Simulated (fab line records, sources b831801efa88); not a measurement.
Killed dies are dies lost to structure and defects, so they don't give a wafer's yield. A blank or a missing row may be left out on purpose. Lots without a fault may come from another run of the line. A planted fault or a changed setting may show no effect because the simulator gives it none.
fab line records | flow gf180mcu
record lots=15 wafers=45 last_day=34
route steps=602 shown SALICIDE@280 M1@318 V2@399 V3@445
lots that met no fault: from a run of the same line without faults
start_h: hours from the record's first day to the start of the lot's first wafer shown | wait_h: hours since the lot's step before | " the same as in the row above | L1.1+2: a row that stands for several wafers | - no value, or no start given | * or withheld: withheld | < > ~ a bound
route shown NAME@n: a module of which the file shows steps, and the number in the route of the first | usual: mean/standard deviation of fault-free wafers | same: alike in all rows | chamber/n: place in a boat | sites: the reading at each site | _std_site: their standard deviation | _edge_site: outer sites' mean less inner sites' | radius_mm: how far each site lies from the wafer's centre | mask NAME#n: copy n | behind: the tool/chamber that last shaped the wafer | hold: why the lot was held/for how many hours/how that ended | device: the transistor (n, p or np) that didn't switch | end of line: the same wafers' tests at the end of the route | a step without rows: its recipe alone | killed: dies lost to structure and defects at the first sort, not the wafer's yield | map: a wafer's dies, x killed, . not, _ none there
set.NAME: the setting as run; set.NAME@STEP: as run at that earlier step | model.NAME: the simulator's own value behind a step, which no gauge read
steps of the route over a sample of lots; a table a step, a row a wafer
services: from which hour (start_h, from the record's first day; less than 0 if before it) a tool's chamber was out of use, for how many hours, and why
## steps
# step GF_SALICIDE_SPUTTER_02
# recipe material=Co target_thk_nm=10 power_w=1000 time_s=20 chamber_pressure_pa=0.4
# usual throttle_valve_pct=30.0/1.1
# columns lot.wafer tool chamber start_h wait_h throttle_valve_pct
L189.4 pvd_sputter-01 - 332.20 0.0 31.0
L189.5 " - " " 30.3
L189.6 " - " " 29.1
L190.4 pvd_sputter-03 - 338.39 0.0 29.6
L190.5 " - " " 29.6
L190.6 " - " " 29.3
L191.3 pvd_sputter-03 - 347.74 0.0 29.0
L191.5 " - " " 31.1
L191.6 " - " " 29.3
L193.1 pvd_sputter-04 - 374.16 0.0 30.0
L193.2 " - " " 28.6
L193.3 " - " " 29.2
L195.1 pvd_sputter-04 - 407.51 0.0 28.6
L195.3 " - " " 30.8
L195.4 " - " " 30.1
L196.1 pvd_sputter-03 - 420.74 0.0 31.4
L196.4 " - " " 31.4
L196.6 " - " " 29.1
L198.3 pvd_sputter-04 - 433.00 0.0 30.1
L198.4 " - " " 29.1
L198.5 " - " " 30.9
L199.2 pvd_sputter-01 - 439.54 0.0 29.3
L199.4 " - " " 31.9
L199.6 " - " " 31.9
L200.3 pvd_sputter-04 - 443.10 0.0 28.5
L200.4 " - " " 29.3
L200.5 " - " " 29.3
L201.1 pvd_sputter-01 - 451.15 0.0 31.6
L201.4 " - " " 30.7
L201.5 " - " " 30.7
L206.1 pvd_sputter-01 - 485.80 0.0 29.1
L206.2 " - " " 32.0
L206.6 " - " " 30.5
L209.2 pvd_sputter-04 - 515.50 0.0 29.2
L209.4 " - " " 29.9
L209.5 " - " " 29.1
L210.1 pvd_sputter-04 - 517.35 0.0 28.3
L210.4 " - " " 31.0
L210.6 " - " " 28.6
L211.2 pvd_sputter-04 - 526.33 0.0 30.0
L211.4 " - " " 29.1
L211.6 " - " " 31.0
L212.1 pvd_sputter-04 - 534.15 0.0 29.2
L212.2 " - " " 28.6
L212.5 " - " " 28.6
# step GF_M1_SPUTTER_03
# recipe material=Ti target_thk_nm=10 substrate_temp_c=300 chamber_pressure_pa=0.3 power_w=3000 time_s=6.7
# usual throttle_valve_pct=30.3/1.1
# columns lot.wafer tool chamber start_h wait_h throttle_valve_pct
L189.4 pvd_sputter-03 - 356.83 0.0 29.3
L189.5 " - " " 28.9
L189.6 " - " " 31.3
L190.4 pvd_sputter-03 - 362.71 0.0 29.3
L190.5 " - " " 28.9
L190.6 " - " " 31.4
L191.3 pvd_sputter-03 - 372.11 0.0 29.6
L191.5 " - " " 31.4
L191.6 " - " " 29.1
L193.1 pvd_sputter-01 - 399.50 0.0 31.7
L193.2 " - " " 31.7
L193.3 " - " " 29.1
L195.1 pvd_sputter-03 - 433.36 0.0 29.6
L195.3 " - " " 28.9
L195.4 " - " " 31.2
L196.1 pvd_sputter-02 - 447.16 0.0 29.3
L196.4 " - " " 29.6
L196.6 " - " " 30.0
L198.3 pvd_sputter-01 - 459.91 0.0 31.7
L198.4 " - " " 31.4
L198.5 " - " " 29.2
L199.2 pvd_sputter-01 - 466.64 0.0 28.9
L199.4 " - " " 31.4
L199.6 " - " " 30.8
L200.3 pvd_sputter-02 - 469.80 0.0 30.8
L200.4 " - " " 29.1
L200.5 " - " " 31.0
L201.1 pvd_sputter-03 - 478.03 0.0 29.0
L201.4 " - " " 29.1
L201.5 " - " " 29.2
L206.1 pvd_sputter-03 - 512.51 0.0 29.1
L206.2 " - " " 31.4
L206.6 " - " " 31.2
L209.2 pvd_sputter-01 - 540.40 0.0 31.9
L209.4 " - " " 29.2
L209.5 " - " " 29.2
L210.1 pvd_sputter-01 - 541.41 0.0 29.2
L210.4 " - " " 32.1
L210.6 " - " " 29.0
L211.2 pvd_sputter-03 - 550.97 0.0 29.3
L211.4 " - " " 29.1
L211.6 " - " " 29.8
L212.1 pvd_sputter-03 - 559.36 0.0 29.5
L212.2 " - " " 29.3
L212.5 " - " " 29.9
# step GF_V2_ETCH_17
# recipe chemistry=C4F8/O2/Ar mask_material=KrF target=SiO2 stop_on=TiN source_w=1500 bias_w=1200 pressure_mtorr=40 c4f8_flow_sccm=withheld O2_flow_sccm=6 Ar_flow_sccm=300 time_s=withheld target_depth_a=6300
# usual bias_w=1200/3.1 chamber_pressure_mTorr=40.00/0.042 oes_product_au=0.857/0.0049
# columns lot.wafer tool chamber start_h wait_h bias_w chamber_pressure_mTorr oes_product_au
L189.4 rie_diel-02 2 456 - 1201 40.03 0.859
L189.5 " 1 " " 1206 39.97 0.859
L189.6 " 2 " " 1198 39.99 0.852
L190.4 rie_diel-04 2 460 - 1202 40.01 0.851
L190.5 " 2 " " 1197 40.02 0.858
L190.6 " 1 " " 1198 39.98 0.858
L191.3 rie_diel-02 3 470 - 1202 40.06 0.856
L191.5 " 3 " " 1203 39.98 0.856
L191.6 " 0 " " 1204 40.01 0.863
L193.1 rie_diel-02 0 499 - 1197 40.00 0.868
L193.2 " 2 " " 1199 39.97 0.858
L193.3 " 3 " " 1200 39.97 0.849
L195.1 rie_diel-01 0 533 - 1202 39.94 0.854
L195.3 " 3 " " 1205 40.05 0.850
L195.4 " 0 " " 1204 40.07 0.858
L196.1 rie_diel-01 3 546 - 1198 40.02 0.856
L196.4 " 0 " " 1200 40.06 0.858
L196.6 " 3 " " 1196 40.01 0.860
L198.3 rie_diel-01 1 561 - 1204 39.98 0.852
L198.4 " 2 " " 1199 39.98 0.866
L198.5 " 0 " " 1198 40.01 0.850
L199.2 rie_diel-04 2 564 - - - -
L199.4 " 0 " " - - -
L199.6 " 0 " " - - -
L200.3 rie_diel-02 0 566 - - - -
L200.4 " 2 " " - - -
L200.5 " 3 " " - - -
L201.1 rie_diel-02 0 574 - - - -
L201.4 " 3 " " - - -
L201.5 " 1 " " - - -
L206.1 rie_diel-04 1 605 - 1204 40.01 0.867
L206.2 " 0 " " 1203 39.93 0.855
L206.6 " 2 606 - 1200 40.01 0.860
L209.2 rie_diel-01 2 630 - 1203 40.01 0.855
L209.4 " 1 " " 1202 40.03 0.857
L209.5 " 1 " " 1196 40.00 0.858
L210.1 rie_diel-04 0 631 - 1200 39.94 0.845
L210.4 " 1 " " 1203 40.00 0.857
L210.6 " 2 " " 1198 40.02 0.860
L211.2 rie_diel-04 0 639 - 1192 40.04 0.858
L211.4 " 2 " " 1199 40.06 0.859
L211.6 " 1 " " 1196 40.04 0.856
L212.1 rie_diel-02 1 646 - 1199 40.01 0.860
L212.2 " 2 " " 1190 40.00 0.866
L212.5 " 3 " " 1196 40.00 0.858
# step GF_V2_STRIP_18
# recipe chemistry=O2/N2 power_w=1400 pressure_mtorr=1500 platen_temp_c=250 o2_flow_sccm=3000 n2_flow_sccm=300 overash_fraction=0.5
# usual drypump_motor_current_A=5.6/0.33 heater_power_w=324/23 oes_product_au=0.593/0.0048
# columns lot.wafer tool chamber start_h wait_h drypump_motor_current_A heater_power_w oes_product_au rf_hours_counter_h
L189.4 plasma_asher-03 0 456.22 - 5.9 351 0.589 -
L189.5 " 1 " " 5.8 324 0.588 -
L189.6 " 0 " " 5.9 347 0.595 -
L190.4 plasma_asher-03 0 460.81 - 5.9 343 0.598 -
L190.5 " 0 " " 5.9 342 0.589 -
L190.6 " 1 " " 5.8 315 0.598 -
L191.3 plasma_asher-04 1 470.56 - 5.2 306 0.601 -
L191.5 " 1 " " 5.2 314 0.593 -
L191.6 " 0 " " 5.2 306 0.600 -
L193.1 plasma_asher-04 1 499.84 - 5.2 292 0.591 85
L193.2 " 0 " " 5.2 311 0.594 85
L193.3 " 1 " " 5.2 301 0.587 -
L195.1 plasma_asher-03 1 533.64 - 5.8 324 0.593 51
L195.3 " 0 " " 5.9 345 0.597 -
L195.4 " 1 " " 5.8 323 0.597 -
L196.1 plasma_asher-01 1 546.84 - 6.1 365 0.601 64
L196.4 " 0 " " 5.6 286 0.593 -
L196.6 " 1 " " 6.1 357 0.597 -
L198.3 plasma_asher-01 1 561.61 - 6.1 367 0.594 -
L198.4 " 0 " " 5.6 299 0.589 -
L198.5 " 0 " " 5.6 295 0.596 -
L199.2 plasma_asher-04 1 564.53 - 5.2 302 0.672 92
L199.4 " 0 " " 5.2 310 0.676 -
L199.6 " 0 " " 5.2 311 0.667 -
L200.3 plasma_asher-03 1 566.97 - 5.8 327 0.671 -
L200.4 " 0 " " 5.9 353 0.666 -
L200.5 " 0 " " 5.9 353 0.669 -
L201.1 plasma_asher-04 1 574.24 - 5.2 301 0.662 93
L201.4 " 1 " " 5.2 303 0.672 -
L201.5 " 0 " " 5.1 309 0.667 -
L206.1 plasma_asher-03 1 606.09 - 5.8 320 0.587 59
L206.2 " 0 " " 5.9 341 0.598 59
L206.6 " 1 " " 5.8 322 0.596 -
L209.2 plasma_asher-03 1 630.43 - 5.8 325 0.596 62
L209.4 " 1 " " 5.8 325 0.592 -
L209.5 " 1 " " 5.8 319 0.592 -
L210.1 plasma_asher-03 1 631.13 - 5.8 324 0.590 62
L210.4 " 1 " " 5.8 323 0.588 -
L210.6 " 1 " " 5.8 318 0.590 -
L211.2 plasma_asher-03 0 639.19 - 5.9 350 0.598 63
L211.4 " 0 " " 5.9 345 0.593 -
L211.6 " 1 " " 5.8 318 0.591 -
L212.1 plasma_asher-01 0 646.94 - 5.6 292 0.594 73
L212.2 " 1 " " 6.1 364 0.594 73
L212.5 " 1 " " 6.1 366 0.593 -
# step GF_V3_ETCH_16
# recipe chemistry=N2/H2 target_depth_a=withheld overetch_a=withheld time_s=withheld target=BARC ion_energy_ev=200 source_w=500 bias_w=100 pressure_mtorr=30 n2_flow_sccm=100 h2_flow_sccm=200
# usual bias_w=100.0/0.3 chamber_pressure_mTorr=29.999/0.027 drypump_motor_current_A=5.7/0.46 oes_product_au=0.855/0.0047 throttle_valve_pct=13.226/0.0087
# columns lot.wafer tool chamber start_h wait_h bias_w chamber_pressure_mTorr drypump_motor_current_A oes_product_au throttle_valve_pct
L189.4 rie_diel-03 3 506.47 0.0 100.0 30.008 5.0 0.849 13.232
L189.5 " 2 " " 99.8 30.007 5.3 0.854 13.233
L189.6 " 1 " " 99.9 30.034 5.7 0.853 13.220
L190.4 rie_diel-02 0 511.91 0.0 100.0 30.001 6.4 0.856 13.225
L190.5 " 1 " " 99.9 29.988 6.4 0.856 13.235
L190.6 " 0 " " 100.0 30.001 6.4 0.864 13.219
L191.3 rie_diel-03 3 522.32 0.0 100.0 30.032 5.0 0.843 13.216
L191.5 " 1 " " 100.5 30.035 5.7 0.850 13.233
L191.6 " 2 " " 100.2 29.941 5.3 0.857 13.238
L193.1 rie_diel-02 3 548.85 0.0 100.4 30.011 5.2 0.858 13.227
L193.2 " 0 " " 100.0 29.979 6.4 0.860 13.221
L193.3 " 1 " " 99.9 29.939 6.4 0.859 13.231
L195.1 rie_diel-03 0 580.87 0.0 99.8 29.962 6.0 0.863 13.230
L195.3 " 2 " " 99.7 30.011 5.3 0.860 13.221
L195.4 " 1 " " 99.6 29.967 5.7 0.856 13.231
L196.1 rie_diel-04 1 593.32 0.0 100.2 29.922 6.1 0.861 13.225
L196.4 " 3 " " 100.1 29.991 6.2 0.854 13.206
L196.6 " 0 " " 99.8 29.962 5.4 0.844 13.220
L198.3 rie_diel-03 1 606.91 0.0 100.4 29.981 5.6 0.853 13.216
L198.4 " 0 " " 100.4 30.003 6.0 0.857 13.235
L198.5 " 0 " " 100.6 29.999 6.1 0.856 13.218
L206.1 rie_diel-03 3 648.96 0.0 100.1 30.009 5.0 0.857 13.229
L206.2 " 1 " " 100.5 30.017 5.6 0.863 13.225
L206.6 " 1 " " 100.6 30.044 5.6 0.865 13.223
L209.2 rie_diel-04 1 671.42 0.0 100.0 29.963 6.1 0.848 13.236
L209.4 " 3 " " 100.4 30.037 6.2 0.868 13.225
L209.5 " 3 " " 100.6 30.017 6.2 0.856 13.226
L210.1 rie_diel-03 3 673.71 0.0 100.0 30.020 5.0 0.857 13.220
L210.4 " 0 " " 100.2 30.009 6.0 0.855 13.221
L210.6 " 2 " " 100.2 29.948 5.3 0.857 13.231
L211.2 rie_diel-03 0 680.05 0.0 99.9 30.030 6.0 0.855 13.236
L211.4 " 1 " " 100.7 29.975 5.6 0.865 13.228
L211.6 " 2 " " 99.8 30.007 5.3 0.861 13.223
L212.1 rie_diel-03 2 686.72 0.0 99.9 29.988 5.4 0.856 13.235
L212.2 " 1 " " 100.4 29.974 5.6 0.856 13.232
L212.5 " 0 " " 99.5 29.981 6.1 0.860 13.234
## services
# columns tool chamber start_h hours kind
rie_diel-03 2 308.59 1.5 repair
rie_diel-02 1 326.24 4.5 repair
rie_diel-04 1 328.43 21.2 repair
rie_diel-03 2 350.85 13.6 repair
rie_diel-02 - 364.97 2.8 pm
rie_diel-02 0 372.98 8.1 repair
rie_diel-03 3 375.11 6.0 repair
rie_diel-04 1 377.24 2.3 repair
rie_diel-02 2 383.98 2.6 repair
pvd_sputter-01 - 405.16 5.3 repair
plasma_asher-03 - 440.73 2.4 repair
pvd_sputter-04 - 467.62 11.1 repair
rie_diel-02 1 467.93 3.2 repair
rie_diel-02 3 492.78 1.9 repair
pvd_sputter-04 - 518.63 1.4 repair
pvd_sputter-03 - 536.65 5.2 repair
rie_diel-02 - 545.08 0.6 repair
rie_diel-03 3 554.04 4.6 repair
rie_diel-03 - 572.38 1.0 repair
pvd_sputter-01 - 584.88 11.2 repair
rie_diel-02 - 586.09 0.2 repair
pvd_sputter-03 - 598.22 2.1 repair
pvd_sputter-01 - 637.10 4.1 repair
pvd_sputter-03 - 683.86 2.6 repair
## key
first_sign step=GF_V2_ETCH_17 reading=tool_record direction=missing
effect step=GF_V2_STRIP_18 reading=oes_product_au direction=up sigmas=16 usual=0.593 struck=0.669
met_at GF_V2_ETCH_17
struck_lots L199,L200,L201
later_rows_left_out L199.2,L199.4,L199.6,L200.3,L200.4,L200.5,L201.1,L201.4,L201.5
sort_left_out L199.2,L199.4,L199.6,L200.3,L200.4,L200.5,L201.1,L201.4,L201.5
not_acting_at GF_SALICIDE_SPUTTER_02,GF_M1_SPUTTER_03,GF_V3_ETCH_16
onset_between 499 564
fault kind=skipped_step_whole tool=rie_diel-02,rie_diel-04 chamber=- onset_h=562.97 steps=GF_V2_ETCH_17 scope=struck_lots_only
# sort_left_out: the simulated sort isn't trusted on such a fault, so these wafers' sort isn't shown, and their yield isn't known
# later_rows_left_out: the simulator's readings of these wafers behind a module that went badly wrong aren't trusted and aren't shown, but for the sort
